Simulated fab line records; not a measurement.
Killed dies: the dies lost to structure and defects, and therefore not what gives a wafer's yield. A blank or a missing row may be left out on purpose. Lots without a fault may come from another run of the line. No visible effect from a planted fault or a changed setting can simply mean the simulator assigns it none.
What tool caused it? | flow gf180mcu | 42 wafers from 14 lots sampled at 5 of the route's 602 steps

## WHAT THE GAUGES SHOWED, per wafer
GF_VT_IMPLANT_TW_MEAS_43.
lot  | measured     | on            | VT_IMPLANT_4_TW
L356 | day 7 14:53  | film-metro-03 | 691 692 694
L359 | day 8 08:49  | film-metro-02 | 689 693 691
L361 | day 8 21:41  | film-metro-03 | 692 695 695
L364 | day 9 20:35  | film-metro-02 | 690 692 691
L365 | day 10 00:55 | film-metro-04 | 683 685 680
L368 | day 10 22:19 | film-metro-02 | 714 709 714
L369 | day 11 03:49 | film-metro-02 | 717 713 717
L370 | day 11 08:49 | film-metro-02 | 713 715 714
L371 | day 11 21:20 | film-metro-03 | 717 714 710
L374 | day 12 22:57 | film-metro-04 | 687 683 684
L375 | day 13 00:28 | film-metro-04 | 687 683 682
L376 | day 13 03:10 | film-metro-02 | 688 692 686
L377 | day 13 11:28 | film-metro-03 | 694 695 694
L379 | day 13 23:31 | film-metro-02 | 688 692 688

GF_VT_IMPLANT_RS_MEAS_49: a four-point-probe measurement.
lot  | measured     | on            | MVPSD_RS (ohm/sq)
L356 | day 7 15:28  | film-metro-01 | 1168.9 1172.8 1172.2
L359 | day 8 09:23  | film-metro-03 | 1167.7 1172.9 1168.6
L361 | day 8 22:16  | film-metro-04 | 1162.0 1167.5 1165.0
L364 | day 9 21:10  | film-metro-04 | 1168.7 1166.4 1167.1
L365 | day 10 01:29 | film-metro-03 | 1168.9 1170.2 1167.5
L368 | day 10 22:53 | film-metro-03 | 1172.0 1172.0 1171.9
L369 | day 11 04:23 | film-metro-04 | 1173.0 1168.9 1170.0
L370 | day 11 09:25 | film-metro-01 | 1170.0 1171.1 1172.8
L371 | day 11 21:55 | film-metro-04 | 1170.5 1165.1 1166.5
L374 | day 12 23:31 | film-metro-03 | 1171.5 1167.4 1170.7
L375 | day 13 01:03 | film-metro-04 | 1169.9 1172.5 1166.7
L376 | day 13 03:44 | film-metro-01 | 1172.7 1170.0 1169.2
L377 | day 13 12:02 | film-metro-04 | 1171.1 1173.1 1168.7
L379 | day 14 00:05 | film-metro-04 | 1174.0 1172.2 1173.1

GF_POLY_GATE_THK_MEAS_01.
lot  | measured     | on            | POLY_GATE_CVD_00_THK (nm)
L356 | day 8 13:14  | film-metro-01 | 197.4 197.5 198.3
L359 | day 9 07:22  | film-metro-03 | 199.7 198.5 198.7
L361 | day 9 22:38  | film-metro-01 | 201.1 201.7 201.3
L364 | day 10 19:46 | film-metro-02 | 201.0 200.7 200.1
L365 | day 11 00:38 | film-metro-03 | 198.6 197.9 199.9
L368 | day 11 22:05 | film-metro-03 | 199.1 200.1 199.0
L369 | day 12 05:26 | film-metro-01 | 200.5 200.6 200.7
L370 | day 12 10:31 | film-metro-02 | 199.8 199.7 199.9
L371 | day 13 03:57 | film-metro-02 | 198.7 197.3 198.5
L374 | day 14 00:46 | film-metro-02 | 195.0 196.2 195.8
L375 | day 14 06:55 | film-metro-01 | 201.3 200.4 198.9
L376 | day 14 06:55 | film-metro-03 | 198.8 201.1 199.6
L377 | day 14 14:26 | film-metro-03 | 200.1 200.6 200.0
L379 | day 15 03:34 | film-metro-02 | 201.7 201.4 202.6

GF_POLY_GATE_OVL_MEAS_11.
lot  | measured     | on         | POLY_GATE_OVL (nm)
L356 | day 9 06:35  | overlay-02 | 0 3 4
L359 | day 10 01:45 | overlay-01 | 3 11 6
L361 | day 10 16:46 | overlay-01 | 6 1 -3
L364 | day 11 14:16 | overlay-02 | 14 9 15
L365 | day 11 19:08 | overlay-02 | -4 3 4
L368 | day 12 17:27 | overlay-01 | 0 -3 -6
L369 | day 13 01:37 | overlay-02 | 5 3 6
L370 | day 13 04:49 | overlay-02 | 4 2 -4
L371 | day 14 00:16 | overlay-02 | 7 11 9
L374 | day 14 21:20 | overlay-01 | -3 8 -2
L375 | day 15 04:49 | overlay-01 | 2 -3 2
L376 | day 15 04:17 | overlay-01 | 18 3 17
L377 | day 15 11:55 | overlay-01 | 6 2 6
L379 | day 16 01:46 | overlay-01 | 9 8 14

## TOOL THAT RAN EACH LOT (tool first, then ch and the chambers of the sampled wafers, then the start)
lot  | GF_VT_IMPLANT_IMPLANT_41
L356 | implanter-04 ch 0, day 7 14:37
L359 | implanter-01 ch 0, day 8 08:34
L361 | implanter-01 ch 0, day 8 21:28
L364 | implanter-04 ch 0, day 9 20:22
L365 | implanter-03 ch 0, day 10 00:40
L368 | implanter-04 ch 0, day 10 22:04
L369 | implanter-04 ch 0, day 11 03:34
L370 | implanter-04 ch 0, day 11 08:35
L371 | implanter-04 ch 0, day 11 21:07
L374 | implanter-03 ch 0, day 12 22:37
L375 | implanter-03 ch 0, day 13 00:13
L376 | implanter-03 ch 0, day 13 02:55
L377 | implanter-03 ch 0, day 13 11:13
L379 | implanter-01 ch 0, day 13 23:16
- GF_VT_IMPLANT_IMPLANT_41

## WHAT THE TOOLS THEMSELVES READ (means of the sampled wafers that have a number; where no wafer has one, the mark that the record gives instead)
GF_VT_IMPLANT_IMPLANT_41.
lot  | tool         | dose-ions-cm2 | faraday-current-uA
L356 | implanter-04 | 1.0127e+12    | 5.81
L359 | implanter-01 | 1.0118e+12    | 5.73
L361 | implanter-01 | 1.0129e+12    | 5.69
L364 | implanter-04 | 1.0133e+12    | 5.66
L365 | implanter-03 | 1.0124e+12    | 5.75
L368 | implanter-04 | 1.1198e+12    | 6.18
L369 | implanter-04 | 1.1211e+12    | 6.20
L370 | implanter-04 | 1.1189e+12    | 6.49
L371 | implanter-04 | 1.1213e+12    | 6.30
L374 | implanter-03 | 1.0136e+12    | 5.77
L375 | implanter-03 | 1.0119e+12    | 5.70
L376 | implanter-03 | 1.0134e+12    | 5.58
L377 | implanter-03 | 1.0138e+12    | 5.69
L379 | implanter-01 | 1.0123e+12    | 5.72

## THE ANSWER, worked out from the rows above alone
Rule: what is usual is taken from the lots themselves. Put in order of their means at a reading, lots are off if they are a third of the lots or fewer, leave a main group of 4 or more, and stand apart from it by a gap of 3 or more times the standard deviation of the main group's means; of several such gaps the widest counts. The tables above print the reading to a certain number of digits; a main group whose means all agree to those digits is not used. A lot without any number at a reading at which 4 lots or more have one is off too. Any other lot the step has rows for is counted as sound. After the gauges, taken in route order, come the tools' own readings; for these a lot's mean is taken, as printed above. The first step at which some lot is off is used, and at that step the reading that is off furthest; a lot without a number counts as furthest.
Off: L368, L369, L370, L371, seen at GF_VT_IMPLANT_TW_MEAS_43 (VT_IMPLANT_4_TW). For the main group the mean is 689 and the standard deviation 4.
If a tool, at a process step before that reading, ran all the lots that are off and no sound lot after the first of them, it fits. The gauges at GF_VT_IMPLANT_TW_MEAS_43 aren't tried: what is off there is off at GF_VT_IMPLANT_IMPLANT_41 too, on other tools, and a gauge's error can't cause that. One candidate fits, namely implanter-04 at GF_VT_IMPLANT_IMPLANT_41. A fault onset in the window from L364 (day 9 20:22, its last sound lot) to L368 (day 10 22:04, its first lot off) fits.
The tool's own readings at GF_VT_IMPLANT_IMPLANT_41 bear it out: on the lots that are off they differ by more than 5 times the standard deviation of the sound lots' means. dose-ions-cm2 reads 1.1203e+12 there against 1.0128e+12 on the sound lots; faraday-current-uA reads 6.29 there against 5.71 on the sound lots.

## WHAT THE SIMULATOR HAD INSERTED
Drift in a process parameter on implanter-04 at GF_VT_IMPLANT_IMPLANT_41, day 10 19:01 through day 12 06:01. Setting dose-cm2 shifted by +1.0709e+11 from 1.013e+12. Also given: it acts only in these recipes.
Lots struck among those shown: L368, L369, L370, L371. The rule above reached the same finding.
